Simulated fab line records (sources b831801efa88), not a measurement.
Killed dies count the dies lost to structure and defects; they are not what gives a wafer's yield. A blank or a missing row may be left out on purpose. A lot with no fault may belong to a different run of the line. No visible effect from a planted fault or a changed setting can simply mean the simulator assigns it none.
fab line records    flow sky130
record: lots: 24  wafers: 72  last_day: 50
route steps=708 shown METAL2@488 METAL3@565 VIA3@588 VIA4@642 PASSIVATION@692
lots that met no fault: from a run of the same line without faults
start_h: the number of hours between the record's first day and the start of the first shown wafer of the lot    wait_h: hours since the lot's step before    " as in the row above    L1.1+2: a row that stands for several wafers    - either no value or no given start    * or withheld: withheld    < > ~ a bound
route shown NAME@n: a module of which the file shows steps, and the number in the route of the first    usual: mean and standard deviation over wafers with no fault    same: alike in all rows    chamber/n: place in a boat    sites: the reading at each site    _std_site: the values' standard deviation    _edge_site: mean of outer sites minus mean of inner sites    radius_mm: how far each site lies from the wafer's centre    mask NAME#n: copy n    behind: the most recent tool/chamber to have shaped the wafer    hold: why the lot was held/for how many hours/how that ended    device: which transistor (n, p or np) failed to switch    end of line: the tests these same wafers got at the end of their route    a step without rows: its recipe alone    killed: the dies lost at the first sort to structure and to defects; this is not the yield of the wafer    map: a wafer's dies, x killed, . not, _ none there
set.NAME: the setting that was run; set.NAME@STEP: the one run at that earlier step    model.NAME: the simulator's own value behind a step, which no gauge read
route steps across a sampled set of lots; one table per step, one row per wafer
services: a tool's chamber out of use, with start hour (start_h, from the record's first day; less than 0 if before it), hours out, and reason
== steps ==
step: SKY_METAL2_RS_MEAS_05
recipe: thk_meas_gauge: four-point-probe  reads: TiN_of_METAL2_SPUTTER_04+Ti_of_METAL2_SPUTTER_03+AlCu_of_METAL2_SPUTTER_02+TiN_of_METAL2_SPUTTER_01+Ti_of_METAL2_SPUTTER_00
usual: METAL2_ALCU_RS: 0.1264/0.0022
lot.wafer  tool           chamber  start_h  wait_h  METAL2_ALCU_RS[ohm/sq]
L074.1     film_metro-02  -        800.11   0.0     0.1262
L074.2     "              -        "        "       0.1238
L074.3     "              -        "        "       0.1280
L075.1     film_metro-02  -        804.91   0.0     0.1271
L075.4     "              -        "        "       0.1309
L075.5     "              -        "        "       0.1271
L076.4     film_metro-01  -        809.83   0.1     0.1261
L076.5     "              -        "        "       0.1266
L076.6     "              -        "        "       0.1300
L077.1     film_metro-02  -        822.96   0.0     0.1265
L077.4     "              -        "        "       0.1277
L077.5     "              -        "        "       0.1292
L078.3     film_metro-02  -        827.17   0.1     0.1272
L078.5     "              -        "        "       0.1284
L078.6     "              -        "        "       0.1258
L079.1     film_metro-02  -        836.85   0.0     0.1309
L079.3     "              -        "        "       0.1277
L079.4     "              -        "        "       0.1300
L080.1     film_metro-04  -        847.37   0.0     0.1268
L080.2     "              -        "        "       0.1272
L080.4     "              -        "        "       0.1280
L081.3     film_metro-04  -        855.68   0.1     0.1237
L081.5     "              -        "        "       0.1262
L081.6     "              -        "        "       0.1256
L082.1     film_metro-04  -        857.36   0.0     0.1283
L082.3     "              -        "        "       0.1258
L082.5     "              -        "        "       0.1246
L083.1     film_metro-02  -        862.10   0.0     0.1217
L083.2     "              -        "        "       0.1201
L083.4     "              -        "        "       0.1225
L084.2     film_metro-01  -        880.79   0.0     0.1218
L084.3     "              -        "        "       0.1254
L084.4     "              -        "        "       0.1241
L085.2     film_metro-04  -        882.74   0.0     0.1253
L085.3     "              -        "        "       0.1292
L085.5     "              -        "        "       0.1250
L086.1     film_metro-01  -        889.71   0.0     0.1252
L086.3     "              -        "        "       0.1276
L086.6     "              -        "        "       0.1256
L087.1     film_metro-01  -        902.27   0.0     0.1288
L087.4     "              -        "        "       0.1274
L087.5     "              -        "        "       0.1287
L088.2     film_metro-04  -        905.78   0.0     0.1277
L088.4     "              -        "        "       0.1252
L088.6     "              -        "        "       0.1249
L089.4     film_metro-02  -        913.10   0.1     0.1266
L089.5     "              -        "        "       0.1282
L089.6     "              -        "        "       0.1235
L090.1     film_metro-02  -        919.83   0.0     0.1264
L090.3     "              -        "        "       0.1247
L090.6     "              -        "        "       0.1252
L091.1     film_metro-02  -        925.53   0.0     0.1285
L091.3     "              -        "        "       0.1266
L091.4     "              -        "        "       0.1298
L092.1     film_metro-02  -        935.77   0.0     0.1233
L092.2     "              -        "        "       0.1279
L092.6     "              -        "        "       0.1243
L093.3     film_metro-02  -        941.92   0.1     0.1222
L093.4     "              -        "        "       0.1237
L093.5     "              -        "        "       0.1227
L094.2     film_metro-02  -        942.89   0.0     0.1280
L094.4     "              -        "        "       0.1265
L094.5     "              -        "        "       0.1301
L095.2     film_metro-04  -        949.65   0.0     0.1254
L095.3     "              -        "        "       0.1279
L095.4     "              -        "        "       0.1274
L096.2     film_metro-04  -        957.53   0.0     0.1250
L096.3     "              -        "        "       0.1299
L096.4     "              -        "        "       0.1275
L097.2     film_metro-01  -        966.04   0.0     0.1276
L097.4     "              -        "        "       0.1262
L097.6     "              -        "        "       0.1248
step: SKY_METAL3_DESCUM_15
recipe: chemistry: O2  source_power_w: 150  bias_power_w: 0  pressure_mtorr: 10  temp_c: 40  time_s: 8
usual: drypump_motor_current_A: 5.69/0.24  oes_product_au: 0.999/0.014
lot.wafer  tool          chamber  start_h  wait_h  drypump_motor_current_A  oes_product_au  rf_hours_counter_h
L074.1     rie_metal-01  0        909.20   0.0     5.90                     1.014           3
L074.2     "             1        "        "       5.41                     1.019           6
L074.3     "             0        "        "       5.92                     1.006           -
L075.1     rie_metal-02  0        913.85   0.0     5.61                     0.982           3
L075.4     "             0        "        "       5.61                     0.995           -
L075.5     "             1        "        "       6.00                     0.986           -
L076.4     rie_metal-02  0        919.42   0.0     5.62                     0.997           -
L076.5     "             1        "        "       5.99                     0.997           -
L076.6     "             0        "        "       5.63                     0.990           -
L077.1     rie_metal-02  0        933.10   0.0     5.63                     0.991           4
L077.4     "             0        "        "       5.63                     0.991           -
L077.5     "             1        "        "       5.97                     0.999           -
L078.3     rie_metal-03  0        935.37   0.0     5.36                     1.006           -
L078.5     "             1        "        "       5.77                     0.980           -
L078.6     "             0        "        "       5.35                     0.997           -
L079.1     rie_metal-01  1        943.06   0.0     5.42                     1.010           8
L079.3     "             0        "        "       5.93                     1.009           -
L079.4     "             1        "        "       5.41                     1.017           -
L080.1     rie_metal-01  1        954.21   0.0     5.38                     1.022           8
L080.2     "             0        "        "       5.95                     1.015           5
L080.4     "             0        "        "       5.96                     1.004           -
L081.3     rie_metal-03  1        961.12   0.0     5.81                     0.975           -
L081.5     "             1        "        "       5.78                     0.980           -
L081.6     "             0        "        "       5.36                     0.995           -
L082.1     rie_metal-03  0        963.41   0.0     5.36                     0.990           15
L082.3     "             0        "        "       5.35                     1.007           -
L082.5     "             1        "        "       5.76                     0.967           -
L083.1     rie_metal-02  1        966.95   0.0     5.97                     1.004           15
L083.2     "             0        "        "       5.60                     0.981           6
L083.4     "             1        "        "       5.98                     1.001           -
L084.2     rie_metal-02  0        983.61   0.0     5.62                     0.980           7
L084.3     "             1        "        "       6.00                     1.003           -
L084.4     "             0        "        "       5.60                     0.990           -
L085.2     rie_metal-01  1        986.21   0.0     5.47                     1.014           10
L085.3     "             0        "        "       5.95                     1.008           -
L085.5     "             0        "        "       5.95                     1.012           -
L086.1     rie_metal-02  1        993.80   0.0     6.00                     0.992           16
L086.3     "             0        "        "       5.63                     0.985           -
L086.6     "             1        "        "       5.98                     0.988           -
L087.1     rie_metal-01  0        1003.06  0.0     5.94                     1.010           8
L087.4     "             0        "        "       5.93                     0.996           -
L087.5     "             1        "        "       5.41                     1.022           -
L088.2     rie_metal-02  0        1008.11  0.0     5.59                     0.979           8
L088.4     "             1        "        "       5.98                     0.996           -
L088.6     "             0        "        "       5.63                     0.976           -
L089.4     rie_metal-01  1        1013.12  0.0     5.43                     1.015           -
L089.5     "             0        "        "       5.94                     1.007           -
L089.6     "             1        "        "       5.42                     1.027           -
L090.1     rie_metal-03  0        1020.40  0.0     5.36                     0.994           18
L090.3     "             0        "        "       5.37                     0.995           -
L090.6     "             0        "        "       5.38                     0.997           -
L091.1     rie_metal-01  0        1026.66  0.0     5.90                     1.009           10
L091.3     "             1        "        "       5.41                     1.022           -
L091.4     "             0        "        "       5.86                     0.995           -
L092.1     rie_metal-03  0        1033.31  0.0     5.34                     1.015           19
L092.2     "             1        "        "       5.79                     0.982           8
L092.6     "             0        "        "       5.37                     1.001           -
L093.3     rie_metal-03  1        1040.07  0.0     5.77                     0.989           -
L093.4     "             0        "        "       5.36                     1.004           -
L093.5     "             0        "        "       5.38                     1.008           -
L094.2     rie_metal-02  0        1040.41  0.0     5.59                     0.991           10
L094.4     "             1        "        "       5.98                     0.993           -
L094.5     "             1        "        "       5.99                     0.992           -
L095.2     rie_metal-02  0        1047.50  0.0     5.61                     0.988           11
L095.3     "             0        "        "       5.63                     0.987           -
L095.4     "             1        "        "       6.00                     0.979           -
L096.2     rie_metal-03  0        1053.25  0.0     5.37                     1.013           20
L096.3     "             0        "        "       5.35                     1.004           -
L096.4     "             1        "        "       5.77                     0.986           -
L097.2     rie_metal-01  0        1062.00  0.0     5.91                     1.003           12
L097.4     "             1        "        "       5.44                     1.021           -
L097.6     "             0        "        "       5.95                     1.000           -
step: SKY_VIA3_ETCH_15
recipe: target: SiO2  chemistry: C4F8/O2/Ar  target_depth_nm: 507  stop_on: TiN  mask_material: KrF-thick  source_w: 1500  bias_w: 1200  pressure_mtorr: 40  c4f8_flow_sccm: withheld  O2_flow_sccm: 6  Ar_flow_sccm: 300  time_s: 78
usual: oes_product_au: 0.946/0.0049
lot.wafer  tool         chamber  start_h  wait_h  oes_product_au  rf_hours_counter_h
L074.1     rie_diel-02  3        935.80   0.0     0.949           18
L074.2     "            0        "        "       0.950           16
L074.3     "            1        "        "       0.942           11
L075.1     rie_diel-04  2        940.92   0.0     0.943           12
L075.4     "            3        "        "       0.943           30
L075.5     "            1        "        "       0.952           -
L076.4     rie_diel-04  0        945.93   0.0     0.949           -
L076.5     "            3        "        "       0.941           -
L076.6     "            2        "        "       0.949           -
L077.1     rie_diel-01  2        958.87   0.0     0.951           4
L077.4     "            0        "        "       0.950           2
L077.5     "            0        "        "       0.942           -
L078.3     rie_diel-04  3        961.51   0.0     0.942           30
L078.5     "            1        "        "       0.948           -
L078.6     "            2        "        "       0.947           -
L079.1     rie_diel-02  0        968.77   0.0     0.945           17
L079.3     "            3        "        "       0.945           19
L079.4     "            3        "        "       0.945           -
L080.1     rie_diel-02  0        979.85   0.0     0.945           18
L080.2     "            1        "        "       0.942           13
L080.4     "            3        "        "       0.954           20
L081.3     rie_diel-01  1        987.17   0.0     0.940           15
L081.5     "            0        "        "       0.944           -
L081.6     "            3        "        "       0.944           -
L082.1     rie_diel-04  3        989.05   0.0     0.945           0
L082.3     "            0        "        "       0.941           5
L082.5     "            2        "        "       0.945           -
L083.1     rie_diel-01  2        992.75   0.0     0.945           5
L083.2     "            3        "        "       0.943           14
L083.4     "            1        "        "       0.943           15
L084.2     rie_diel-01  2        1008.95  0.0     0.952           6
L084.3     "            1        "        "       0.934           15
L084.4     "            3        "        "       0.953           14
L085.2     rie_diel-04  3        1010.61  0.0     0.952           1
L085.3     "            1        "        "       0.950           2
L085.5     "            3        "        "       0.953           -
L086.1     rie_diel-04  2        1018.61  0.0     0.944           15
L086.3     "            3        "        "       0.943           2
L086.6     "            3        "        "       0.944           -
L087.1     rie_diel-01  0        1028.11  0.0     0.945           4
L087.4     "            2        "        "       0.940           7
L087.5     "            1        "        "       0.950           -
L088.2     rie_diel-04  3        1032.81  0.0     0.944           2
L088.4     "            0        "        "       0.951           7
L088.6     "            1        "        "       0.947           -
L089.4     rie_diel-01  0        1037.20  0.0     0.951           5
L089.5     "            1        "        "       0.947           -
L089.6     "            2        "        "       0.941           -
L090.1     rie_diel-04  3        1043.92  0.0     0.934           3
L090.3     "            2        "        "       0.944           16
L090.6     "            1        "        "       0.949           -
L091.1     rie_diel-04  3        1050.32  0.0     0.941           3
L091.3     "            2        "        "       0.939           16
L091.4     "            1        "        "       0.946           4
L092.1     rie_diel-04  3        1057.10  0.0     0.951           3
L092.2     "            1        "        "       0.944           4
L092.6     "            3        "        "       0.944           -
L093.3     rie_diel-02  1        1063.92  0.0     0.941           14
L093.4     "            2        "        "       0.954           6
L093.5     "            0        "        "       0.937           -
L094.2     rie_diel-01  3        1064.65  0.0     0.955           16
L094.4     "            1        "        "       0.946           18
L094.5     "            3        "        "       0.950           -
L095.2     rie_diel-02  1        1071.17  0.0     0.940           14
L095.3     "            2        "        "       0.943           6
L095.4     "            0        "        "       0.948           19
L096.2     rie_diel-02  2        1077.10  0.0     0.940           6
L096.3     "            0        "        "       0.945           20
L096.4     "            3        "        "       0.945           22
L097.2     rie_diel-04  1        1086.05  0.0     0.949           5
L097.4     "            0        "        "       0.953           9
L097.6     "            2        "        "       0.945           -
step: SKY_VIA4_BOW_MEAS_03
recipe: mode: bow
usual: VIA4_BOW: 82/7.7
lot.wafer  tool           chamber  start_h  wait_h  VIA4_BOW[um]
L074.1     film_metro-01  -        989.12   0.2     92
L074.2     "              -        "        "       86
L074.3     "              -        "        "       89
L075.1     film_metro-01  -        993.32   0.2     87
L075.4     "              -        "        "       82
L075.5     "              -        "        "       77
L076.4     film_metro-02  -        998.40   0.3     75
L076.5     "              -        "        "       84
L076.6     "              -        "        "       77
L077.1     film_metro-02  -        1010.71  0.1     84
L077.4     "              -        "        "       86
L077.5     "              -        "        "       94
L078.3     film_metro-03  -        1012.51  0.2     80
L078.5     "              -        "        "       83
L078.6     "              -        "        "       80
L079.1     film_metro-01  -        1020.36  0.2     88
L079.3     "              -        "        "       84
L079.4     "              -        "        "       80
L080.1     film_metro-01  -        1030.24  0.2     81
L080.2     "              -        "        "       86
L080.4     "              -        "        "       67
L081.3     film_metro-01  -        1037.20  0.1     80
L081.5     "              -        "        "       83
L081.6     "              -        "        "       89
L082.1     film_metro-02  -        1039.10  0.1     94
L082.3     "              -        "        "       82
L082.5     "              -        "        "       102
L083.1     film_metro-02  -        1042.67  0.1     77
L083.2     "              -        "        "       90
L083.4     "              -        "        "       84
L084.2     film_metro-02  -        1057.51  0.2     83
L084.3     "              -        "        "       84
L084.4     "              -        "        "       72
L085.2     film_metro-02  -        1059.58  0.1     82
L085.3     "              -        "        "       80
L085.5     "              -        "        "       82
L086.1     film_metro-02  -        1067.10  0.1     90
L086.3     "              -        "        "       85
L086.6     "              -        "        "       91
L087.1     film_metro-03  -        1075.37  0.2     59
L087.4     "              -        "        "       86
L087.5     "              -        "        "       70
L088.2     film_metro-02  -        1079.75  0.2     76
L088.4     "              -        "        "       83
L088.6     "              -        "        "       83
L089.4     film_metro-02  -        1084.99  0.2     82
L089.5     "              -        "        "       82
L089.6     "              -        "        "       74
L090.1     film_metro-01  -        1091.96  0.1     89
L090.3     "              -        "        "       86
L090.6     "              -        "        "       96
L091.1     film_metro-01  -        1097.75  0.1     77
L091.3     "              -        "        "       83
L091.4     "              -        "        "       84
L092.1     film_metro-01  -        1102.50  0.1     87
L092.2     "              -        "        "       79
L092.6     "              -        "        "       86
L093.3     film_metro-02  -        1110.12  0.3     79
L093.4     "              -        "        "       79
L093.5     "              -        "        "       77
L094.2     film_metro-01  -        1110.25  0.2     78
L094.4     "              -        "        "       73
L094.5     "              -        "        "       82
L095.2     film_metro-03  -        1116.29  0.3     95
L095.3     "              -        "        "       89
L095.4     "              -        "        "       90
L096.2     film_metro-01  -        1122.11  0.2     88
L096.3     "              -        "        "       84
L096.4     "              -        "        "       87
L097.2     film_metro-02  -        1130.45  0.3     83
L097.4     "              -        "        "       85
L097.6     "              -        "        "       75
step: SKY_VIA4_OVL_MEAS_11
usual: VIA4_OVL: 1.1/1.6
lot.wafer  tool        chamber  start_h  wait_h  VIA4_OVL[nm]
L074.1     overlay-01  -        1012.25  0.1     -1.6
L074.2     "           -        "        "       0.2
L074.3     "           -        "        "       0.6
L075.1     overlay-01  -        1016.95  0.1     3.5
L075.4     "           -        "        "       1.8
L075.5     "           -        "        "       3.1
L076.4     overlay-02  -        1020.57  0.1     1.6
L076.5     "           -        "        "       1.4
L076.6     "           -        "        "       0.3
L077.1     overlay-01  -        1033.15  0.1     2.6
L077.4     "           -        "        "       3.7
L077.5     "           -        "        "       0.9
L078.3     overlay-02  -        1035.21  0.1     -0.6
L078.5     "           -        "        "       1.0
L078.6     "           -        "        "       0.4
L079.1     overlay-01  -        1042.45  0.1     1.1
L079.3     "           -        "        "       1.8
L079.4     "           -        "        "       0.5
L080.1     overlay-01  -        1052.10  0.1     1.0
L080.2     "           -        "        "       2.2
L080.4     "           -        "        "       0.3
L081.3     overlay-02  -        1059.42  0.1     1.3
L081.5     "           -        "        "       3.6
L081.6     "           -        "        "       1.3
L082.1     overlay-02  -        1060.70  0.1     5.1
L082.3     "           -        "        "       2.9
L082.5     "           -        "        "       4.1
L083.1     overlay-01  -        1064.10  0.1     0.9
L083.2     "           -        "        "       2.4
L083.4     "           -        "        "       1.0
L084.2     overlay-01  -        1079.80  0.1     3.6
L084.3     "           -        "        "       2.3
L084.4     "           -        "        "       3.4
L085.2     overlay-02  -        1081.11  0.1     1.1
L085.3     "           -        "        "       1.8
L085.5     "           -        "        "       0.7
L086.1     overlay-02  -        1088.11  0.1     1.0
L086.3     "           -        "        "       0.1
L086.6     "           -        "        "       0.1
L087.1     overlay-02  -        1095.95  0.1     -0.9
L087.4     "           -        "        "       -1.3
L087.5     "           -        "        "       -3.2
L088.2     overlay-02  -        1099.81  0.1     1.7
L088.4     "           -        "        "       0.7
L088.6     "           -        "        "       3.7
L089.4     overlay-02  -        1105.38  0.1     1.3
L089.5     "           -        "        "       -0.8
L089.6     "           -        "        "       1.1
L090.1     overlay-01  -        1111.75  0.1     3.1
L090.3     "           -        "        "       4.4
L090.6     "           -        "        "       2.8
L091.1     overlay-02  -        1117.95  0.1     -0.3
L091.3     "           -        "        "       -0.1
L091.4     "           -        "        "       -0.5
L092.1     overlay-01  -        1122.25  0.1     0.8
L092.2     "           -        "        "       0.0
L092.6     "           -        "        "       1.4
L093.3     overlay-02  -        1129.91  0.1     0.6
L093.4     "           -        "        "       0.9
L093.5     "           -        "        "       1.8
L094.2     overlay-01  -        1130.55  0.1     -1.1
L094.4     "           -        "        "       -0.6
L094.5     "           -        "        "       -2.9
L095.2     overlay-02  -        1135.17  0.1     -0.6
L095.3     "           -        "        "       0.0
L095.4     "           -        "        "       -0.1
L096.2     overlay-01  -        1141.10  0.1     1.9
L096.3     "           -        "        "       0.9
L096.4     "           -        "        "       0.3
L097.2     overlay-02  -        1148.96  0.1     0.4
L097.4     "           -        "        "       0.3
L097.6     "           -        "        "       2.4
step: SKY_PASSIVATION_ETCH_11
recipe: chemistry: CF4/O2  target_depth_nm: 725  stop_on: AlCu  source_w: 800  bias_w: 150  pressure_mtorr: 150  cf4_flow_sccm: 80  O2_flow_sccm: 10  time_s: 161.1
usual: O2_flow_sccm: 9.995/0.029  drypump_motor_current_A: 5.7/0.38  oes_product_au: 0.976/0.0077  throttle_valve_pct: 5.965/0.0095
lot.wafer  tool         chamber  start_h  wait_h  O2_flow_sccm  drypump_motor_current_A  oes_product_au  rf_hours_counter_h  throttle_valve_pct
L074.1     rie_diel-01  2        1059.20  -       10.006        6.2                      0.970           8                   5.975
L074.2     "            3        "        "       10.018        5.5                      0.964           16                  5.951
L074.3     "            1        "        "       10.037        5.6                      0.970           17                  5.958
L075.1     rie_diel-03  0        1064.16  -       10.036        5.7                      0.975           14                  5.966
L075.4     "            2        "        "       10.003        5.3                      0.975           16                  5.976
L075.5     "            2        "        "       10.002        5.4                      0.975           -                   5.980
L076.4     rie_diel-04  3        1067.06  -       9.991         5.7                      0.981           3                   5.957
L076.5     "            1        "        "       10.027        5.9                      0.981           -                   5.963
L076.6     "            2        "        "       10.039        6.4                      0.979           -                   5.977
L077.1     rie_diel-03  1        1079.92  -       9.960         5.5                      0.979           7                   5.967
L077.4     "            0        "        "       10.002        5.8                      0.986           15                  5.953
L077.5     "            0        "        "       9.961         5.8                      0.986           -                   5.965
L078.3     rie_diel-04  1        1082.02  -       10.027        5.9                      0.970           5                   5.985
L078.5     "            1        "        "       9.972         5.9                      0.962           -                   5.957
L078.6     "            2        "        "       9.987         6.4                      0.988           -                   5.962
L079.1     rie_diel-04  3        1088.42  -       9.967         5.7                      0.976           4                   5.979
L079.3     "            2        "        "       9.915         6.4                      0.972           18                  5.967
L079.4     "            0        "        "       9.954         5.9                      0.975           9                   5.957
L080.1     rie_diel-03  0        1097.17  -       9.989         5.8                      0.962           15                  5.977
L080.2     "            3        "        "       9.997         5.3                      0.974           22                  5.958
L080.4     "            1        "        "       9.903         5.5                      0.979           -                   5.956
L081.3     rie_diel-03  1        1104.26  -       10.031        5.5                      0.976           8                   5.985
L081.5     "            3        "        "       9.982         5.3                      0.980           -                   5.952
L081.6     "            0        "        "       9.989         5.8                      0.986           -                   5.948
L082.1     rie_diel-04  1        1105.47  -       9.990         5.9                      0.972           6                   5.967
L082.3     "            2        "        "       9.966         6.4                      0.969           19                  5.969
L082.5     "            3        "        "       10.053        5.7                      0.976           -                   5.960
L083.1     rie_diel-03  3        1109.16  -       10.030        5.3                      0.979           22                  5.980
L083.2     "            1        "        "       9.992         5.5                      0.979           8                   5.968
L083.4     "            2        "        "       9.995         5.4                      0.970           17                  5.974
L084.2     rie_diel-04  3        1121.95  -       10.010        5.7                      0.962           5                   5.975
L084.3     "            2        "        "       9.981         6.4                      0.985           19                  5.991
L084.4     "            1        "        "       9.964         5.9                      0.976           7                   5.967
L085.2     rie_diel-03  1        1124.37  -       10.026        5.5                      0.969           9                   5.962
L085.3     "            2        "        "       9.927         5.3                      0.983           17                  5.955
L085.5     "            0        "        "       9.995         5.8                      0.971           -                   5.949
L086.1     rie_diel-01  2        1130.90  -       9.941         6.2                      0.979           11                  5.970
L086.3     "            0        "        "       10.000        4.8                      0.970           8                   5.969
L086.6     "            3        "        "       10.022        5.5                      0.982           -                   5.965
L087.1     rie_diel-03  1        1138.95  -       9.997         5.6                      0.979           9                   5.979
L087.4     "            2        "        "       9.988         5.3                      0.977           18                  5.960
L087.5     "            0        "        "       10.003        5.8                      0.970           -                   5.961
L088.2     rie_diel-01  0        1141.45  -       9.984         4.9                      0.974           9                   5.959
L088.4     "            3        "        "       10.007        5.5                      0.981           20                  5.974
L088.6     "            0        "        "       10.011        4.9                      0.974           -                   5.961
L089.4     rie_diel-04  3        1146.10  -       9.958         5.7                      0.971           -                   5.963
L089.5     "            2        "        "       10.013        6.4                      0.977           -                   5.970
L089.6     "            0        "        "       10.027        5.9                      0.980           -                   5.980
L090.1     rie_diel-04  2        1152.05  -       10.025        6.4                      0.961           21                  5.970
L090.3     "            3        "        "       10.050        5.7                      0.979           7                   5.959
L090.6     "            1        "        "       10.033        5.9                      0.970           -                   5.980
L091.1     rie_diel-04  3        1158.26  -       9.955         5.7                      0.974           7                   5.965
L091.3     "            1        "        "       9.998         6.0                      0.985           8                   5.965
L091.4     "            0        "        "       10.078        5.9                      0.983           12                  5.962
L092.1     rie_diel-01  2        1162.16  -       10.010        6.1                      0.977           12                  5.964
L092.2     "            0        "        "       9.997         4.9                      0.976           10                  5.962
L092.6     "            1        "        "       9.971         5.5                      0.991           -                   5.972
L094.2     rie_diel-04  3        1168.55  -       9.984         5.7                      0.966           8                   5.971
L094.4     "            2        "        "       9.975         6.4                      0.980           21                  5.961
L094.5     "            3        "        "       10.003        5.7                      0.972           -                   5.951
L093.3     rie_diel-01  0        1168.91  -       9.962         4.8                      0.963           10                  5.952
L093.4     "            1        "        "       9.983         5.5                      0.978           21                  5.952
L093.5     "            3        "        "       9.994         5.5                      0.976           -                   5.957
L095.2     rie_diel-03  1        1172.95  -       9.993         5.5                      0.973           11                  5.953
L095.3     "            3        "        "       9.983         5.3                      0.972           24                  5.944
L095.4     "            1        "        "       9.986         5.5                      0.981           -                   5.975
L096.2     rie_diel-04  2        1178.76  -       10.007        6.4                      0.979           22                  5.958
L096.3     "            1        "        "       9.994         6.0                      0.974           9                   5.966
L096.4     "            0        "        "       9.978         5.8                      0.978           12                  5.985
L097.2     rie_diel-03  1        1185.42  -       10.004        5.5                      0.978           11                  5.950
L097.4     "            0        "        "       9.978         5.8                      0.984           18                  5.972
L097.6     "            1        "        "       9.989         5.5                      0.976           -                   5.958
== services ==
tool          chamber  start_h  hours  kind
rie_metal-01  0        885.55   1.0    repair
rie_diel-04   1        898.57   21.4   repair
rie_diel-04   -        948.00   2.8    pm
rie_diel-02   2        955.72   16.4   repair
rie_metal-03  -        965.93   0.4    repair
rie_diel-02   -        985.45   38.1   repair
rie_metal-02  -        985.62   0.2    repair
rie_metal-03  -        988.33   2.8    pm
rie_diel-03   1        1015.80  6.6    repair
rie_diel-02   2        1025.90  8.5    repair
rie_diel-04   -        1028.71  1.9    repair
rie_metal-03  -        1033.48  1.4    pm
rie_diel-02   2        1036.74  4.1    repair
rie_diel-01   2        1050.13  3.5    repair
rie_diel-04   2        1068.56  3.8    repair
rie_metal-01  -        1086.94  0.7    repair
rie_diel-03   2        1096.13  4.1    repair
rie_diel-01   1        1109.17  27.6   repair
rie_diel-04   1        1139.41  6.7    repair
rie_diel-03   2        1150.69  15.8   repair
rie_metal-02  -        1151.38  2.8    pm
rie_diel-04   2        1168.70  5.8    repair
rie_diel-03   2        1169.09  3.9    repair
rie_metal-02  1        1170.72  7.0    repair
== key ==
fault none
